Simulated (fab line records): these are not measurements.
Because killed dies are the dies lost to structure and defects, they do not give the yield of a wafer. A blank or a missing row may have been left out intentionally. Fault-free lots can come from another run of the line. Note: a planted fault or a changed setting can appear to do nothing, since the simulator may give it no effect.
fab line records	flow sky130
record: lots: 6	wafers: 18	last-day: 49
route steps=708 shown VT_ADJUST_LVTN@105 VT_ADJUST_NCORE@119 VT_ADJUST_HVTR@131 VT_ADJUST_PCH@143 PAD_OPEN@708
lots that met no fault: taken from a fault-free run of the same line
start-h: hours from the record's opening day to when the first of the lot's shown wafers began	wait-h: hours from the lot's prior step to this one	" identical to the entry in the row above	L1.1+2: several wafers, shown together as one row	- no value, or no start given	* or withheld: withheld	< > ~ a bound
route shown NAME@n: NAME is a module with steps in the file, n the number in the route of the first one	usual: mean/standard deviation of fault-free wafers	same: alike in all rows	chamber/n: place in a boat	sites: each site's reading	_std_site: their standard deviation	_edge_site: outer sites' mean less inner sites'	radius-mm: for every site, how far away it sits from the centre of the wafer	mask NAME#n: copy n	behind: the most recent tool/chamber to have shaped the wafer	hold: what put the lot on hold/how long, in hours/how the hold closed	device: the transistor (n, p or np) that didn't switch	end of line: at the end of the route, the tests of the same wafers	a step given without rows: its recipe and nothing more	killed: dies lost to structure and defects at the first sort, not the wafer's yield	map: a wafer's dies, x killed, . not, _ none there
set.NAME: the setting the step ran with; set.NAME@STEP: the setting that earlier step ran with	model.NAME: the simulator's own value behind a step, which no gauge read
lots seen at some steps along the route; tables by step, rows by wafer
services: the hour from which a tool's chamber was out of use, counted from the record's first day as start-h (under 0 if before that day), plus the number of hours and why
== steps ==
step: SKY_VT_ADJUST_LVTN_IMPLANT_08
recipe: species: B	energy-kev: 30	dose-cm2: 1.57e+12	tilt-deg: withheld
step: SKY_VT_ADJUST_LVTN_STRIP_09
recipe: chemistry: O2/N2	power-w: 1400	pressure-mtorr: 1500	platen-temp-c: withheld	o2-flow-sccm: 3000	n2-flow-sccm: 300	overash-fraction: 0.5
usual: drypump-motor-current-A: 5.5/0.36	o2-flow-sccm: 3000/8.9	oes-product-au: 0.723/0.0048	strip-time-to-endpoint-s: 36.91/0.1
lot.wafer	tool	chamber	start-h	wait-h	drypump-motor-current-A	o2-flow-sccm	oes-product-au	rf-hours-counter-h	strip-time-to-endpoint-s
L920.4	plasma-asher-01	1	167.14	0.1	5.3	3012	0.724	-	37.10
L920.5	"	0	"	"	5.4	2995	0.720	-	37.01
L920.6	"	1	"	"	5.3	3006	0.715	-	37.11
L922.1	plasma-asher-03	0	169.25	0.1	5.3	2998	0.726	48	36.90
L922.2	"	1	"	"	5.4	2995	0.728	48	36.90
L922.3	"	1	"	"	5.4	2997	0.720	-	36.84
L923.1	plasma-asher-02	0	182.45	0.1	6.3	3007	0.716	49	36.86
L923.5	"	1	"	"	5.4	3000	0.718	-	36.76
L923.6	"	0	"	"	6.3	2992	0.729	-	36.81
L925.1	plasma-asher-03	0	195.42	0.1	5.3	2989	0.729	51	37.01
L925.2	"	1	"	"	5.4	3016	0.723	51	37.07
L925.6	"	1	"	"	5.4	3005	0.721	-	36.88
L929.1	plasma-asher-02	0	229.80	0.1	6.4	3003	0.725	53	37.01
L929.5	"	0	"	"	6.4	3003	0.727	-	36.91
L929.6	"	1	"	"	5.4	2990	0.730	-	36.96
L931.1	plasma-asher-02	1	240.17	0.1	5.4	3012	0.723	54	37.02
L931.2	"	0	"	"	6.4	3017	0.718	54	36.99
L931.5	"	1	"	"	5.4	3000	0.710	-	37.08
step: SKY_VT_ADJUST_LVTN_TW_MEAS_10
usual: VT_ADJUST_LVTN_TW: 237.2/1.2
lot.wafer	tool	chamber	start-h	wait-h	VT_ADJUST_LVTN_TW
L920.4	film-metro-02	-	167.23	0.1	235.2
L920.5	"	-	"	"	236.3
L920.6	"	-	"	"	236.8
L922.1	film-metro-01	-	169.35	0.1	238.0
L922.2	"	-	"	"	237.5
L922.3	"	-	"	"	237.1
L923.1	film-metro-03	-	182.55	0.1	238.9
L923.5	"	-	"	"	239.3
L923.6	"	-	"	"	239.3
L925.1	film-metro-02	-	195.52	0.1	235.5
L925.2	"	-	"	"	237.0
L925.6	"	-	"	"	235.9
L929.1	film-metro-02	-	229.90	0.1	235.7
L929.5	"	-	"	"	235.4
L929.6	"	-	"	"	235.9
L931.1	film-metro-03	-	240.27	0.1	236.9
L931.2	"	-	"	"	239.2
L931.5	"	-	"	"	239.2
step: SKY_VT_ADJUST_LVTN_DEHYDRATE_11
recipe: temp-c: 200	time-s: 60
step: SKY_VT_ADJUST_LVTN_HMDS_12
recipe: prime-time-s: 60	prime-temp-c: 120
step: SKY_VT_ADJUST_LVTN_COAT_13
recipe: resist: NOVOLAK	spin-rpm: 3000	resist-thk-nm: 1140
step: SKY_VT_ADJUST_LVTN_SOFTBAKE_14
recipe: temp-c: 90	time-s: 60	resist: NOVOLAK
step: SKY_VT_ADJUST_LVTN_EXPOSE_15
recipe: mask-id: HVN_STD_DERIVED	na: 0.6	source-shape: conventional	sigma-outer: 0.6	polarization: unpolarized	target-cd-nm: 600	dose-mj: 163
step: SKY_VT_ADJUST_LVTN_PEB_16
recipe: temp-c: withheld	time-s: *	resist: NOVOLAK
step: SKY_VT_ADJUST_LVTN_DEVELOP_17
recipe: resist: NOVOLAK	developer: TMAH	develop-time-s: 60	dev-temp-c: 23
step: SKY_VT_ADJUST_LVTN_OVL_MEAS_18
usual: VT_ADJUST_LVTN_01_OVL: 0.0/1.4
lot.wafer	tool	chamber	start-h	wait-h	VT_ADJUST_LVTN_01_OVL[nm]
L920.4	overlay-01	-	186.13	0.1	-1.5
L920.5	"	-	"	"	0.6
L920.6	"	-	"	"	1.4
L922.1	overlay-02	-	189.81	0.1	1.4
L922.2	"	-	"	"	1.2
L922.3	"	-	"	"	0.7
L923.1	overlay-02	-	203.53	0.1	0.6
L923.5	"	-	"	"	-0.8
L923.6	"	-	"	"	-0.5
L925.1	overlay-01	-	216.87	0.1	-0.9
L925.2	"	-	"	"	-1.7
L925.6	"	-	"	"	-1.7
L929.1	overlay-02	-	253.97	0.1	-0.1
L929.5	"	-	"	"	0.5
L929.6	"	-	"	"	-0.1
L931.1	overlay-02	-	263.27	0.1	1.8
L931.2	"	-	"	"	0.1
L931.5	"	-	"	"	2.3
step: SKY_VT_ADJUST_LVTN_IMPLANT_19
recipe: species: B	energy-kev: 30	dose-cm2: 6.5e+11	tilt-deg: withheld
step: SKY_VT_ADJUST_LVTN_STRIP_20
recipe: chemistry: O2/N2	power-w: 1400	pressure-mtorr: 1500	platen-temp-c: withheld	o2-flow-sccm: 3000	n2-flow-sccm: 300	overash-fraction: 0.5
usual: drypump-motor-current-A: 5.6/0.42	o2-flow-sccm: 2998/8.3	oes-product-au: 0.716/0.004	strip-time-to-endpoint-s: 14.18/0.043
lot.wafer	tool	chamber	start-h	wait-h	drypump-motor-current-A	o2-flow-sccm	oes-product-au	rf-hours-counter-h	strip-time-to-endpoint-s
L920.4	plasma-asher-02	1	186.33	0.1	5.3	2991	0.719	-	14.28
L920.5	"	1	"	"	5.4	3006	0.716	-	14.24
L920.6	"	0	"	"	6.4	2985	0.713	-	14.23
L922.1	plasma-asher-03	1	190.00	0.1	5.4	3007	0.720	50	14.17
L922.2	"	0	"	"	5.3	2998	0.710	50	14.13
L922.3	"	1	"	"	5.4	3015	0.719	-	14.20
L923.1	plasma-asher-01	0	203.72	0.1	5.4	3007	0.715	8	14.07
L923.5	"	0	"	"	5.4	3002	0.719	-	14.16
L923.6	"	1	"	"	5.4	3001	0.715	-	14.17
L925.1	plasma-asher-02	1	217.05	0.1	5.4	3007	0.712	52	14.13
L925.2	"	0	"	"	6.4	3001	0.715	52	14.15
L925.6	"	0	"	"	6.4	3003	0.720	-	14.12
L929.1	plasma-asher-01	1	254.15	0.1	5.3	2984	0.718	14	14.18
L929.5	"	1	"	"	5.3	3001	0.715	-	14.24
L929.6	"	0	"	"	5.4	3001	0.710	-	14.24
L931.1	plasma-asher-01	0	263.45	0.1	5.4	2991	0.713	15	14.16
L931.2	"	1	"	"	5.3	2998	0.720	15	14.20
L931.5	"	0	"	"	5.3	2991	0.711	-	14.16
step: SKY_VT_ADJUST_LVTN_TW_MEAS_21
usual: VT_ADJUST_LVTN_2_TW: 185.0/1.1
lot.wafer	tool	chamber	start-h	wait-h	VT_ADJUST_LVTN_2_TW
L920.4	film-metro-01	-	186.43	0.1	184.8
L920.5	"	-	"	"	185.8
L920.6	"	-	"	"	184.8
L922.1	film-metro-01	-	190.10	0.1	184.7
L922.2	"	-	"	"	184.2
L922.3	"	-	"	"	185.7
L923.1	film-metro-01	-	203.82	0.1	185.2
L923.5	"	-	"	"	183.1
L923.6	"	-	"	"	183.3
L925.1	film-metro-01	-	217.15	0.1	186.2
L925.2	"	-	"	"	185.0
L925.6	"	-	"	"	184.7
L929.1	film-metro-03	-	254.25	0.1	185.7
L929.5	"	-	"	"	185.6
L929.6	"	-	"	"	185.5
L931.1	film-metro-01	-	263.55	0.1	186.6
L931.2	"	-	"	"	186.8
L931.5	"	-	"	"	187.3
step: SKY_VT_ADJUST_NCORE_DEHYDRATE_00
recipe: temp-c: 200	time-s: 60
step: SKY_VT_ADJUST_NCORE_HMDS_01
recipe: prime-time-s: 60	prime-temp-c: 120
step: SKY_VT_ADJUST_NCORE_COAT_02
recipe: resist: NOVOLAK	spin-rpm: 3000	resist-thk-nm: 1140
step: SKY_VT_ADJUST_NCORE_SOFTBAKE_03
recipe: temp-c: 90	time-s: 60	resist: NOVOLAK
step: SKY_VT_ADJUST_NCORE_EXPOSE_04
recipe: mask-id: LVTN_COMPLEMENT_THIN	na: 0.6	source-shape: conventional	sigma-outer: 0.6	polarization: unpolarized	target-cd-nm: 380	dose-mj: 139
step: SKY_VT_ADJUST_NCORE_PEB_05
recipe: temp-c: withheld	time-s: *	resist: NOVOLAK
step: SKY_VT_ADJUST_NCORE_DEVELOP_06
recipe: resist: NOVOLAK	developer: TMAH	develop-time-s: 60	dev-temp-c: 23
step: SKY_VT_ADJUST_NCORE_CD_MEAS_07
recipe: target-cd-nm: 380
usual: cd-nm: 379.5/2.4
lot.wafer	tool	chamber	start-h	wait-h	cd-nm
L920.4	cd-sem-01	-	208.00	0.1	380.1
L920.5	"	-	"	"	379.1
L920.6	"	-	"	"	380.6
L922.1	cd-sem-02	-	210.81	0.1	382.3
L922.2	"	-	"	"	379.3
L922.3	"	-	"	"	378.6
L923.1	cd-sem-01	-	225.54	0.1	377.5
L923.5	"	-	"	"	377.8
L923.6	"	-	"	"	378.3
L925.1	cd-sem-02	-	240.57	0.1	377.4
L925.2	"	-	"	"	378.6
L925.6	"	-	"	"	380.3
L929.1	cd-sem-02	-	278.08	0.1	376.8
L929.5	"	-	"	"	381.3
L929.6	"	-	"	"	378.0
L931.1	cd-sem-02	-	287.46	0.1	377.7
L931.2	"	-	"	"	378.7
L931.5	"	-	"	"	378.5
step: SKY_VT_ADJUST_NCORE_OVL_MEAS_08
usual: VT_ADJUST_NCORE_OVL: 0.9/1.3
lot.wafer	tool	chamber	start-h	wait-h	VT_ADJUST_NCORE_OVL[nm]
L920.4	overlay-01	-	208.07	0.1	-0.1
L920.5	"	-	"	"	-0.1
L920.6	"	-	"	"	2.0
L922.1	overlay-02	-	210.93	0.1	1.0
L922.2	"	-	"	"	0.1
L922.3	"	-	"	"	0.8
L923.1	overlay-02	-	225.66	0.1	3.0
L923.5	"	-	"	"	3.8
L923.6	"	-	"	"	1.8
L925.1	overlay-01	-	240.69	0.1	-1.0
L925.2	"	-	"	"	0.2
L925.6	"	-	"	"	-0.6
L929.1	overlay-02	-	278.20	0.1	2.8
L929.5	"	-	"	"	3.4
L929.6	"	-	"	"	1.5
L931.1	overlay-01	-	287.58	0.1	0.3
L931.2	"	-	"	"	-0.6
L931.5	"	-	"	"	0.7
step: SKY_VT_ADJUST_NCORE_IMPLANT_09
recipe: species: B	energy-kev: 10	dose-cm2: 2.4e+12	tilt-deg: withheld
step: SKY_VT_ADJUST_NCORE_STRIP_10
recipe: chemistry: O2/N2	power-w: 1400	pressure-mtorr: 1500	platen-temp-c: withheld	o2-flow-sccm: 3000	n2-flow-sccm: 300	overash-fraction: 0.5
usual: drypump-motor-current-A: 5.7/0.39	o2-flow-sccm: 2999/8.9	oes-product-au: 0.716/0.0047	strip-time-to-endpoint-s: 14.20/0.035
lot.wafer	tool	chamber	start-h	wait-h	drypump-motor-current-A	o2-flow-sccm	oes-product-au	rf-hours-counter-h	strip-time-to-endpoint-s
L920.4	plasma-asher-03	0	208.27	0.1	5.3	2996	0.715	-	14.16
L920.5	"	0	"	"	5.2	2983	0.715	-	14.19
L920.6	"	1	"	"	5.4	3018	0.712	-	14.21
L922.1	plasma-asher-02	0	211.12	0.1	6.4	2999	0.718	51	14.20
L922.2	"	1	"	"	5.4	2996	0.712	51	14.21
L922.3	"	1	"	"	5.4	2999	0.713	-	14.19
L923.1	plasma-asher-02	0	225.84	0.1	6.4	3016	0.717	53	14.19
L923.5	"	1	"	"	5.4	3005	0.718	-	14.22
L923.6	"	0	"	"	6.3	3002	0.727	-	14.16
L925.1	plasma-asher-02	0	240.87	0.1	6.3	2998	0.720	54	14.17
L925.2	"	1	"	"	5.4	3000	0.716	54	14.18
L925.6	"	1	"	"	5.4	2983	0.717	-	14.19
L929.1	plasma-asher-04	0	278.39	0.1	5.4	2990	0.724	46	14.23
L929.5	"	0	"	"	5.4	2983	0.711	-	14.22
L929.6	"	1	"	"	5.8	3003	0.710	-	14.23
L931.1	plasma-asher-02	0	287.77	0.1	6.4	3000	0.714	59	14.23
L931.2	"	1	"	"	5.4	2994	0.714	59	14.25
L931.5	"	1	"	"	5.4	3009	0.712	-	14.20
step: SKY_VT_ADJUST_NCORE_TW_MEAS_11
usual: VT_ADJUST_NCORE_TW: 215.9/1.6
lot.wafer	tool	chamber	start-h	wait-h	VT_ADJUST_NCORE_TW
L920.4	film-metro-02	-	208.37	0.1	215.2
L920.5	"	-	"	"	214.0
L920.6	"	-	"	"	214.9
L922.1	film-metro-02	-	211.22	0.1	214.5
L922.2	"	-	"	"	214.0
L922.3	"	-	"	"	214.7
L923.1	film-metro-04	-	225.94	0.1	217.9
L923.5	"	-	"	"	217.7
L923.6	"	-	"	"	217.0
L925.1	film-metro-03	-	240.97	0.1	215.3
L925.2	"	-	"	"	215.7
L925.6	"	-	"	"	216.9
L929.1	film-metro-02	-	278.49	0.1	215.2
L929.5	"	-	"	"	214.0
L929.6	"	-	"	"	216.5
L931.1	film-metro-03	-	287.87	0.1	216.2
L931.2	"	-	"	"	216.3
L931.5	"	-	"	"	215.4
step: SKY_VT_ADJUST_HVTR_DEHYDRATE_00
recipe: temp-c: 200	time-s: 60
step: SKY_VT_ADJUST_HVTR_HMDS_01
recipe: prime-time-s: 60	prime-temp-c: 120
step: SKY_VT_ADJUST_HVTR_COAT_02
recipe: resist: NOVOLAK	spin-rpm: 3000	resist-thk-nm: 1140
step: SKY_VT_ADJUST_HVTR_SOFTBAKE_03
recipe: temp-c: 90	time-s: 60	resist: NOVOLAK
step: SKY_VT_ADJUST_HVTR_EXPOSE_04
recipe: mask-id: HVTRM	target-cd-nm: 380	na: 0.6	source-shape: conventional	sigma-outer: 0.6	dose-mj: 150
step: SKY_VT_ADJUST_HVTR_PEB_05
recipe: temp-c: withheld	time-s: *	resist: NOVOLAK
step: SKY_VT_ADJUST_HVTR_DEVELOP_06
recipe: develop-time-s: 60	dev-temp-c: 23
step: SKY_VT_ADJUST_HVTR_CD_MEAS_07
recipe: target-cd-nm: 380
usual: cd-nm: 379.4/2.5
lot.wafer	tool	chamber	start-h	wait-h	cd-nm
L920.4	cd-sem-02	-	230.80	0.1	382.1
L920.5	"	-	"	"	382.0
L920.6	"	-	"	"	382.9
L922.1	cd-sem-02	-	233.74	0.1	377.9
L922.2	"	-	"	"	378.8
L922.3	"	-	"	"	380.9
L923.1	cd-sem-01	-	249.24	0.1	376.1
L923.5	"	-	"	"	374.1
L923.6	"	-	"	"	373.0
L925.1	cd-sem-01	-	264.93	0.1	379.9
L925.2	"	-	"	"	379.8
L925.6	"	-	"	"	378.4
L929.1	cd-sem-02	-	303.18	0.1	379.0
L929.5	"	-	"	"	380.1
L929.6	"	-	"	"	380.3
L931.1	cd-sem-01	-	312.88	0.1	382.8
L931.2	"	-	"	"	384.6
L931.5	"	-	"	"	385.2
step: SKY_VT_ADJUST_HVTR_OVL_MEAS_08
usual: VT_ADJUST_HVTR_OVL: 0.1/1.1
lot.wafer	tool	chamber	start-h	wait-h	VT_ADJUST_HVTR_OVL[nm]
L920.4	overlay-02	-	230.87	0.1	0.5
L920.5	"	-	"	"	3.2
L920.6	"	-	"	"	1.3
L922.1	overlay-02	-	233.86	0.1	-0.3
L922.2	"	-	"	"	0.7
L922.3	"	-	"	"	-0.3
L923.1	overlay-02	-	249.36	0.1	2.1
L923.5	"	-	"	"	1.1
L923.6	"	-	"	"	1.4
L925.1	overlay-01	-	265.05	0.1	0.9
L925.2	"	-	"	"	-0.3
L925.6	"	-	"	"	-1.3
L929.1	overlay-02	-	303.30	0.1	1.2
L929.5	"	-	"	"	1.7
L929.6	"	-	"	"	0.1
L931.1	overlay-02	-	313.00	0.1	0.7
L931.2	"	-	"	"	1.9
L931.5	"	-	"	"	0.4
step: SKY_VT_ADJUST_HVTR_IMPLANT_09
recipe: species: B	energy-kev: 10	dose-cm2: 2.1e+12	tilt-deg: withheld
step: SKY_VT_ADJUST_HVTR_STRIP_10
recipe: chemistry: O2/N2	power-w: 1400	pressure-mtorr: 1500	platen-temp-c: withheld	o2-flow-sccm: 3000	n2-flow-sccm: 300	overash-fraction: 0.5
usual: drypump-motor-current-A: 5.45/0.19	o2-flow-sccm: 2999/8.8	oes-product-au: 0.715/0.0045	strip-time-to-endpoint-s: 14.18/0.04
lot.wafer	tool	chamber	start-h	wait-h	drypump-motor-current-A	o2-flow-sccm	oes-product-au	rf-hours-counter-h	strip-time-to-endpoint-s
L920.4	plasma-asher-01	0	231.07	0.1	5.33	3008	0.725	-	14.19
L920.5	"	0	"	"	5.36	3006	0.721	-	14.16
L920.6	"	1	"	"	5.34	3005	0.720	-	14.20
L922.1	plasma-asher-03	1	234.04	0.1	5.39	3001	0.716	53	14.06
L922.2	"	0	"	"	5.28	3003	0.710	53	14.07
L922.3	"	0	"	"	5.27	3002	0.712	-	14.08
L923.1	plasma-asher-04	1	249.54	0.1	5.79	2999	0.719	44	14.13
L923.5	"	1	"	"	5.80	2997	0.725	-	14.16
L923.6	"	0	"	"	5.41	3003	0.714	-	14.16
L925.1	plasma-asher-01	1	265.24	0.1	5.34	2987	0.715	15	14.23
L925.2	"	0	"	"	5.37	2986	0.715	15	14.22
L925.6	"	0	"	"	5.35	2992	0.716	-	14.25
L929.1	plasma-asher-04	0	303.49	0.1	5.43	3004	0.718	49	14.18
L929.5	"	1	"	"	5.82	3003	0.712	-	14.17
L929.6	"	0	"	"	5.44	2998	0.715	-	14.18
L931.1	plasma-asher-04	1	313.19	0.1	5.80	2999	0.717	50	14.11
L931.2	"	0	"	"	5.44	3007	0.723	50	14.10
L931.5	"	0	"	"	5.44	2990	0.717	-	14.11
step: SKY_VT_ADJUST_HVTR_TW_MEAS_11
usual: VT_ADJUST_HVTR_TW: 208.5/1.2
lot.wafer	tool	chamber	start-h	wait-h	VT_ADJUST_HVTR_TW
L920.4	film-metro-03	-	231.17	0.1	206.7
L920.5	"	-	"	"	207.7
L920.6	"	-	"	"	208.2
L922.1	film-metro-04	-	234.14	0.1	209.4
L922.2	"	-	"	"	208.9
L922.3	"	-	"	"	208.8
L923.1	film-metro-03	-	249.64	0.1	208.7
L923.5	"	-	"	"	208.7
L923.6	"	-	"	"	206.4
L925.1	film-metro-01	-	265.34	0.1	207.9
L925.2	"	-	"	"	207.4
L925.6	"	-	"	"	207.8
L929.1	film-metro-01	-	303.59	0.1	207.0
L929.5	"	-	"	"	209.0
L929.6	"	-	"	"	208.4
L931.1	film-metro-01	-	313.29	0.1	209.0
L931.2	"	-	"	"	209.9
L931.5	"	-	"	"	209.3
step: SKY_VT_ADJUST_PCH_DEHYDRATE_00
recipe: temp-c: 200	time-s: 60
step: SKY_VT_ADJUST_PCH_HMDS_01
recipe: prime-time-s: 60	prime-temp-c: 120
step: SKY_VT_ADJUST_PCH_COAT_02
recipe: spin-rpm: 2000	resist-thk-nm: 3000
step: SKY_VT_ADJUST_PCH_SOFTBAKE_03
recipe: temp-c: 110	time-s: withheld
step: SKY_PAD_OPEN_PROBE_99
usual: killed_at_M0_to_M3: 43/7.4	killed_at_M4_up: 3.3/2	killed-at-contacts: 24/5.4	killed-at-front-end: 16/4.2	killed-at-other: 0.3/0.61	killed-dies: 87/9.4	killed-open: 47/7.3	killed-short: 40/6.7
same: gross-dies: 492	killed-at-back-side: 0
lot.wafer	tool	chamber	start-h	wait-h	killed_at_M0_to_M3	killed_at_M4_up	killed-at-contacts	killed-at-front-end	killed-at-other	killed-dies	killed-open	killed-short
L925.1	prober-02	-	1131.16	0.1	46	4	18	23	0	91	47	42
L925.2	prober-02	-	1131.21	0.1	43	0	17	16	2	78	39	38
L925.6	prober-02	-	1131.41	0.2	51	3	19	17	0	90	58	30
L929.1	prober-02	-	1155.38	0.1	41	1	26	57	0	125	47	37
L929.5	prober-02	-	1155.58	0.2	29	3	27	49	0	108	38	32
L931.2	prober-02	-	1165.31	0.1	38	3	24	55	2	122	50	26
killed by level:class
L925.1 VIA1:geometric-particle:open=12 VIA3:geometric-particle:short=8 VIA2:geometric-particle:open=8 FIELD_ISO:geometric-particle:open=7 METAL2:geometric-particle:short=7 LOCAL_INTERCONNECT:geometric-particle:short=5 CONTACT:geometric-particle:short=5 FIELD_ISO:geometric-particle:short=4
L925.2 VIA2:geometric-particle:open=8 METAL1:geometric-particle:short=7 VIA1:geometric-particle:open=6 FIELD_ISO:geometric-particle:open=5 CONTACT:geometric-particle:open=5 LOCAL_INTERCONNECT:geometric-particle:short=5 VIA1:geometric-particle:short=5 METAL2:geometric-particle:short=5
L925.6 CONTACT:geometric-particle:open=11 VIA3:geometric-particle:open=11 VIA2:geometric-particle:open=11 VIA1:geometric-particle:open=9 FIELD_ISO:geometric-particle:open=5 VIA2:geometric-particle:short=5 VIA3:geometric-particle:short=4 POLY_GATE:geometric-particle:open=3
L929.1 VT_ADJUST_LVTN:unspecified=41 VIA3:geometric-particle:open=10 LOCAL_INTERCONNECT:geometric-particle:short=9 VIA1:geometric-particle:open=9 FIELD_ISO:geometric-particle:short=7 LI_CONTACT:geometric-particle:open=7 CONTACT:geometric-particle:open=5 METAL2:geometric-particle:short=5
L929.5 VT_ADJUST_LVTN:unspecified=38 CONTACT:geometric-particle:open=11 FIELD_ISO:geometric-particle:short=5 LI_CONTACT:geometric-particle:short=5 LI_CONTACT:geometric-particle:open=5 VIA3:geometric-particle:open=5 METAL2:geometric-particle:short=4 VIA2:geometric-particle:open=4
L931.2 VT_ADJUST_LVTN:unspecified=43 VIA1:geometric-particle:open=11 LI_CONTACT:geometric-particle:open=8 VIA3:geometric-particle:open=7 LOCAL_INTERCONNECT:geometric-particle:short=6 VIA2:geometric-particle:open=5 CONTACT:geometric-particle:open=5 POLY_GATE:geometric-particle:open=3
map L929.1 (x killed, . not)
__________.........._________
________..........x..._______
______.......xx........x_____
_____.........x.........x____
____..x..x..x.............___
___x...x......x.xx.....xx.x__
__..x.....x..x......x......._
_...........................x
_......xxxx..x......x........
_...........x.....x.xx..x....
_....x....x.x.x...x.x.....x..
_....xx..x.xxx.x.............
_.x....x..xxxxxx.x......x....
_x......xxx.xxxxxxx.x.xx.x...
_.........xxxxxxx....xx...x.x
__...x..xxxxxxxxxx......x..x_
___........xxxxxx.x..xx...x__
____..........xx.....xx...___
_____.x..x.xx............____
______x......x.x........_____
________xx...x..xx..x._______
__________.x.......x_________
map L931.2 (x killed, . not)
__________.......xx._________
________.......x.x...._______
______x......x...xx....._____
_____.........x.xx.......____
____....x.....xxx..x...xxx___
___..........x....x.x.xx...__
__.xx................x....x._
_..x....xx.......x...x.x.....
_..............xx.xx..x....x.
_...x...x.xx...x.xx..........
_.........x.x...xxx......x...
_.x...x...xxx.xx.............
_........xx.xxx.x............
_.........xxxxxxxx.x.....x...
_......x..x.xxxxxx..x..x.....
__.....xx.xxxxxxxx....x....._
___......x..xxxxx...x......__
____x.....x.xxx..x..x.....___
_____......x............x____
______.xx......xx....x.x_____
________.x.....x.....x_______
__________.........._________
== services ==
tool	chamber	start-h	hours	kind
plasma-asher-03	-	144.42	2.1	repair
plasma-asher-01	-	186.65	1.4	repair
plasma-asher-02	-	195.14	12.6	repair
plasma-asher-03	-	217.27	15.6	pm
plasma-asher-04	-	242.65	4.0	pm
== key ==
first-sign: step: SKY_PAD_OPEN_PROBE_99	reading: killed-at-front-end	direction: up	sigmas: 8.8	usual: 16	struck: 54
effect: step: SKY_PAD_OPEN_PROBE_99	reading: killed-dies	direction: up	sigmas: 3.3	usual: 87	struck: 118
met-at SKY_VT_ADJUST_LVTN_STRIP_20
struck-wafers L929.1,L929.5,L931.2
tester-left-out L929,L931
onset-between 203.72 254.15
fault: kind: chamber-particle-source	tool: plasma-asher-01	chamber: 1	onset-h: 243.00	steps: SKY_VT_ADJUST_LVTN_STRIP_20	rate-per-visit-cm2: 0.42752	end-h: 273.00
tester-left-out: of these lots the tester's yield and bins aren't shown, on N5 and GAA mostly nor the transistor test; their killed dies are dies lost to structure and defects alone, not to doping, threshold or leakage, so they don't give the yield
